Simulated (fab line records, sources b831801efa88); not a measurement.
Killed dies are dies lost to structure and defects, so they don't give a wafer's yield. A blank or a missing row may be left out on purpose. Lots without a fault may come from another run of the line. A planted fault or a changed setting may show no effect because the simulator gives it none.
fab line records | flow sky130 | part 2 of 2: steps 23 to 23 of 23
record lots=7 wafers=21 last_day=50
route steps=708 shown CAPM@548 METAL3@555 PAD_OPEN@708
lots that met no fault: from a run of the same line without faults
start_h: hours from the record's first day to the start of the lot's first wafer shown | wait_h: hours since the lot's step before | " the same as in the row above | L1.1+2: a row that stands for several wafers | - no value, or no start given | * or withheld: withheld | < > ~ a bound
route shown NAME@n: a module of which the file shows steps, and the number in the route of the first | usual: mean/standard deviation of fault-free wafers | same: alike in all rows | chamber/n: place in a boat | sites: the reading at each site | _std_site: their standard deviation | _edge_site: outer sites' mean less inner sites' | radius_mm: how far each site lies from the wafer's centre | mask NAME#n: copy n | behind: the tool/chamber that last shaped the wafer | hold: why the lot was held/for how many hours/how that ended | device: the transistor (n, p or np) that didn't switch | end of line: the same wafers' tests at the end of the route | a step without rows: its recipe alone | killed: dies lost to structure and defects at the first sort, not the wafer's yield | map: a wafer's dies, x killed, . not, _ none there
set.NAME: the setting as run; set.NAME@STEP: as run at that earlier step | model.NAME: the simulator's own value behind a step, which no gauge read
lots at some steps of the route; a table a step, a row a wafer
services: from which hour (start_h, from the record's first day; less than 0 if before it) a tool's chamber was out of use, for how many hours, and why
## steps
# step SKY_PAD_OPEN_PROBE_99
# usual defect_limited_yield=82.4/1.8 killed_at_M0_to_M3=43/7.8 killed_at_M4_up=3.2/1.7 killed_at_contacts=24/5.2 killed_at_front_end=15/4.5 killed_at_other=0.4/0.65 killed_dies=87/9.1 killed_open=47/7.3 killed_short=40/6.5 sort_bin_3_pad_short=0.9/0.46 sort_bin_5_function=10.4/1.5 sort_bin_6_memory=6.3/1 sort_n_pass=405/9.1 sort_yield_pct=82.4/1.8
# same gross_dies=492 killed_at_back_side=0 sort_bin_4_leakage[%]=0 sort_bin_8_speed[%]=0
# columns lot.wafer tool chamber start_h wait_h defect_limited_yield[%] killed_at_M0_to_M3 killed_at_M4_up killed_at_contacts killed_at_front_end killed_at_other killed_dies killed_open killed_short sort_bin_3_pad_short[%] sort_bin_5_function[%] sort_bin_6_memory[%] sort_n_pass sort_yield_pct[%] model.etest.met3.width_nm model.etest.met3.line_ohm_um
L195.2 prober-01 - 1068.52 0.1 82.9 42 1 25 15 1 84 49 35 0.6 10.2 6.3 408 82.9 299.9 0.1442
L195.4 prober-01 - 1068.62 0.2 82.1 45 1 34 8 0 88 54 34 1.2 10.0 6.7 404 82.1 300.6 0.1428
L195.5 prober-01 - 1068.67 0.2 81.9 43 4 21 21 0 89 46 43 1.8 10.0 6.3 403 81.9 301.3 0.1396
L197.1 prober-01 - 1082.38 0.1 80.7 48 3 28 16 0 95 56 38 1.0 11.0 7.3 397 80.7 309.7 0.1389
L197.3 prober-01 - 1082.48 0.2 80.7 40 3 29 22 1 95 57 37 0.8 11.8 6.7 397 80.7 303.2 0.1387
L197.6 prober-01 - 1082.63 0.2 85.6 38 4 20 9 0 71 36 34 0.6 7.9 5.9 421 85.6 299.5 0.1418
L206.1 prober-02 - 1151.58 0.1 83.9 54 3 11 11 0 79 38 41 0.4 10.2 5.5 413 83.9 308.2 0.1405
L206.3 prober-02 - 1151.68 0.2 82.9 29 6 33 16 0 84 46 38 0.4 10.6 6.1 408 82.9 310.7 0.1376
L206.5 prober-02 - 1151.78 0.2 83.3 44 1 21 16 0 82 51 31 0 10.2 6.5 410 83.3 305.6 0.1396
L207.1 prober-01 - 1156.67 0.1 85.2 39 1 21 12 0 73 40 33 0.4 8.9 5.5 419 85.2 308.2 0.1413
L207.2 prober-01 - 1156.72 0.1 80.9 53 2 32 7 0 94 45 49 1.8 12.4 4.9 398 80.9 318 0.1369
L207.6 prober-01 - 1156.92 0.2 83.3 39 1 23 18 1 82 52 27 0.6 9.3 6.7 410 83.3 311.1 0.1374
L208.2 prober-02 - 1161.97 0.1 80.7 54 3 23 15 0 95 42 53 1.2 12.8 5.3 397 80.7 310 0.138
L208.4 prober-02 - 1162.07 0.2 82.3 49 4 25 9 0 87 48 39 0.4 10.8 6.5 405 82.3 306.3 0.1391
L208.6 prober-02 - 1162.17 0.2 82.1 45 5 22 16 0 88 42 46 0.2 10.8 6.9 404 82.1 309.5 0.1391
L212.2 prober-01 - 1174.43 0.1 82.7 33 5 28 19 0 85 48 37 0.6 10.0 6.7 407 82.7 307 0.1366
L212.4 prober-01 - 1174.53 0.2 85.6 38 3 22 8 0 71 31 40 0.6 8.9 4.9 421 85.6 308.7 0.138
L212.6 prober-01 - 1174.63 0.2 83.7 31 4 24 21 0 80 43 36 0.8 8.5 6.9 412 83.7 306.9 0.14
L218.2 prober-02 - 1197.22 0.1 84.1 30 0 31 17 0 78 40 38 0.6 10.8 4.5 414 84.1 306.7 0.1382
L218.4 prober-02 - 1197.32 0.2 81.5 44 4 27 14 2 91 45 46 0.8 10.4 7.3 401 81.5 305.2 0.1387
L218.6 prober-02 - 1197.42 0.2 85.6 35 0 26 10 0 71 43 28 0.2 10.2 4.1 421 85.6 309.6 0.1373
# killed by level:class
L195.2 VIA1:geometric_particle:open=12 LI_CONTACT:geometric_particle:open=11 CONTACT:geometric_particle:open=8 VIA1:geometric_particle:short=6 VIA3:geometric_particle:open=5 VIA2:geometric_particle:open=5 METAL2:geometric_particle:short=5 FIELD_ISO:geometric_particle:open=4
L195.4 CONTACT:geometric_particle:open=13 VIA1:geometric_particle:open=12 CONTACT:geometric_particle:short=9 LI_CONTACT:geometric_particle:open=8 METAL2:geometric_particle:short=6 VIA2:geometric_particle:open=6 VIA2:geometric_particle:short=5 VIA3:geometric_particle:open=4
L195.5 VIA1:geometric_particle:open=15 CONTACT:geometric_particle:open=7 METAL2:geometric_particle:short=7 POLY_GATE:geometric_particle:open=5 LOCAL_INTERCONNECT:geometric_particle:short=5 VIA3:geometric_particle:open=5 CONTACT:geometric_particle:short=5 VIA2:geometric_particle:open=5
L197.1 VIA1:geometric_particle:open=15 CONTACT:geometric_particle:open=11 FIELD_ISO:geometric_particle:open=8 CONTACT:geometric_particle:short=8 VIA3:geometric_particle:open=7 LI_CONTACT:geometric_particle:open=6 VIA1:geometric_particle:short=6 VIA2:geometric_particle:open=6
L197.3 CONTACT:geometric_particle:open=16 VIA1:geometric_particle:open=14 FIELD_ISO:geometric_particle:open=6 VIA2:geometric_particle:open=6 CONTACT:geometric_particle:short=5 FIELD_ISO:geometric_particle:short=4 POLY_GATE:geometric_particle:short=4 LOCAL_INTERCONNECT:geometric_particle:short=4
L197.6 VIA3:geometric_particle:open=9 CONTACT:geometric_particle:short=6 CONTACT:geometric_particle:open=5 METAL1:geometric_particle:short=5 VIA1:geometric_particle:open=5 METAL3:geometric_particle:short=5 LI_CONTACT:geometric_particle:open=4 VIA1:geometric_particle:short=4
L206.1 VIA1:geometric_particle:open=12 VIA1:geometric_particle:short=10 VIA3:geometric_particle:open=9 VIA2:geometric_particle:open=7 LOCAL_INTERCONNECT:geometric_particle:short=6 METAL2:geometric_particle:short=4 METAL3:geometric_particle:short=4 FIELD_ISO:geometric_particle:short=3
L206.3 LI_CONTACT:geometric_particle:open=11 VIA1:geometric_particle:open=7 LOCAL_INTERCONNECT:geometric_particle:short=6 CONTACT:geometric_particle:open=6 VIA2:geometric_particle:open=6 METAL4:geometric_particle:short=5 FIELD_ISO:geometric_particle:open=4 FIELD_ISO:geometric_particle:short=4
L206.5 VIA3:geometric_particle:open=12 VIA2:geometric_particle:open=11 CONTACT:geometric_particle:open=8 POLY_GATE:geometric_particle:open=7 CONTACT:geometric_particle:short=5 METAL2:geometric_particle:short=5 METAL1:geometric_particle:short=4 FIELD_ISO:geometric_particle:short=3
L207.1 METAL2:geometric_particle:short=8 VIA1:geometric_particle:open=8 CONTACT:geometric_particle:open=7 FIELD_ISO:geometric_particle:open=5 LOCAL_INTERCONNECT:geometric_particle:open=5 VIA3:geometric_particle:open=5 FIELD_ISO:geometric_particle:short=4 LOCAL_INTERCONNECT:geometric_particle:short=3
L207.2 VIA1:geometric_particle:open=10 LOCAL_INTERCONNECT:geometric_particle:short=10 VIA3:geometric_particle:open=10 CONTACT:geometric_particle:short=8 CONTACT:geometric_particle:open=7 VIA1:geometric_particle:short=7 METAL1:geometric_particle:short=5 VIA2:geometric_particle:open=5
L207.6 VIA3:geometric_particle:open=10 VIA1:geometric_particle:open=9 CONTACT:geometric_particle:open=9 LI_CONTACT:geometric_particle:open=6 VIA2:geometric_particle:open=5 FIELD_ISO:geometric_particle:open=4 FIELD_ISO:geometric_particle:short=4 VIA2:geometric_particle:short=4
L208.2 METAL2:geometric_particle:short=15 CONTACT:geometric_particle:open=9 METAL1:geometric_particle:short=7 VIA3:geometric_particle:open=7 FIELD_ISO:geometric_particle:open=6 VIA2:geometric_particle:open=5 VIA1:geometric_particle:open=5 FIELD_ISO:geometric_particle:short=4
L208.4 VIA1:geometric_particle:open=13 CONTACT:geometric_particle:open=11 METAL2:geometric_particle:short=8 VIA1:geometric_particle:short=7 LI_CONTACT:geometric_particle:open=6 VIA2:geometric_particle:open=5 VIA3:geometric_particle:short=4 VIA3:geometric_particle:open=4
L208.6 VIA1:geometric_particle:open=11 CONTACT:geometric_particle:open=8 METAL2:geometric_particle:short=7 FIELD_ISO:geometric_particle:short=6 VIA2:geometric_particle:open=6 VIA3:geometric_particle:open=5 METAL4:geometric_particle:short=5 POLY_GATE:geometric_particle:short=4
L212.2 VIA1:geometric_particle:open=10 LOCAL_INTERCONNECT:geometric_particle:short=9 LI_CONTACT:geometric_particle:open=8 CONTACT:geometric_particle:open=8 POLY_GATE:geometric_particle:open=7 POLY_GATE:geometric_particle:short=4 VIA2:geometric_particle:open=4 VIA3:geometric_particle:short=4
L212.4 CONTACT:geometric_particle:open=8 VIA2:geometric_particle:short=6 METAL2:geometric_particle:short=6 VIA1:geometric_particle:short=5 VIA1:geometric_particle:open=5 LI_CONTACT:geometric_particle:open=4 LI_CONTACT:geometric_particle:short=4 VIA3:geometric_particle:open=4
L212.6 LI_CONTACT:geometric_particle:open=8 CONTACT:geometric_particle:open=8 VIA2:geometric_particle:open=6 POLY_GATE:geometric_particle:open=5 METAL1:geometric_particle:short=5 POLY_GATE:geometric_particle:short=4 VIA1:geometric_particle:open=4 METAL4:geometric_particle:short=4
L218.2 LI_CONTACT:geometric_particle:open=11 CONTACT:geometric_particle:open=9 LI_CONTACT:geometric_particle:short=5 VIA1:geometric_particle:short=5 POLY_GATE:geometric_particle:open=4 POLY_GATE:geometric_particle:short=4 METAL1:geometric_particle:short=4 FIELD_ISO:geometric_particle:open=3
L218.4 VIA1:geometric_particle:open=9 LI_CONTACT:geometric_particle:open=8 CONTACT:geometric_particle:open=8 METAL3:geometric_particle:short=7 POLY_GATE:geometric_particle:short=6 LI_CONTACT:geometric_particle:short=5 METAL2:geometric_particle:short=5 POLY_GATE:geometric_particle:open=4
L218.6 CONTACT:geometric_particle:open=14 VIA2:geometric_particle:open=8 VIA3:geometric_particle:open=6 FIELD_ISO:geometric_particle:short=5 CONTACT:geometric_particle:short=5 LI_CONTACT:geometric_particle:open=4 VIA1:geometric_particle:open=4 METAL2:geometric_particle:short=4
## services
# columns tool chamber start_h hours kind
krf_scanner-02 - 847.60 4.0 pm
krf_scanner-02 - 851.62 1.0 pm
rie_diel-02 - 860.03 1.2 repair
rie_diel-04 1 866.37 7.2 repair
krf_scanner-01 - 870.60 1.0 pm
krf_scanner-02 - 871.35 0.4 repair
krf_scanner-02 - 871.74 1.3 pm
plasma_asher-01 - 879.00 2.3 repair
rie_diel-02 1 890.57 4.6 repair
krf_scanner-02 - 890.70 0.8 pm
rie_diel-04 0 895.37 4.6 repair
rie_diel-02 - 898.53 0.5 repair
rie_diel-04 2 900.68 3.8 repair
krf_scanner-01 - 904.18 0.2 repair
krf_scanner-01 - 909.07 0.8 pm
krf_scanner-01 - 917.05 1.3 pm
rie_metal-01 - 926.48 0.4 repair
krf_scanner-01 - 944.33 0.6 repair
krf_scanner-01 - 952.47 0.3 repair
rie_metal-04 1 1019.34 12.3 repair
plasma_asher-04 - 1026.44 2.3 repair
plasma_asher-04 - 1027.85 2.2 repair
krf_scanner-01 - 1039.67 1.0 pm
rie_metal-04 1 1046.88 4.4 repair
## key
first_sign step=SKY_METAL3_EXPOSE_10 reading=exposure_dose_mJ_cm2 direction=down sigmas=29 usual=* struck=*
effect step=SKY_METAL3_CD_MEAS_13 reading=cd_nm direction=up sigmas=4.1 usual=300.1 struck=307.6 through=control_loop
model_effect step=SKY_METAL3_DESCUM_15 value=METAL3.cd_nm without=299.6 struck=307.8
model_effect step=SKY_METAL3_METAL_ETCH_18 value=METAL3.cd_nm without=302.5 struck=310.7
model_effect step=SKY_PAD_OPEN_PROBE_99 value=etest.met3.width_nm without=301.5 struck=309.7
met_at SKY_METAL3_EXPOSE_10
struck_wafers L206.1,L206.3,L206.5,L207.1,L207.2,L207.6,L208.2,L208.4,L208.6
loop_trim step=SKY_METAL3_EXPOSE_10 setting=dose lots=L208
onset_between 897.25 982.65
fault kind=process_parameter_drift tool=krf_scanner-01 chamber=- onset_h=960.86 steps=SKY_METAL3_EXPOSE_10 channel=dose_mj offset=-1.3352 shape=step acts_in=these_recipes_only stated=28
# loop_trim: a control loop set the setting to another value than it would have without faults
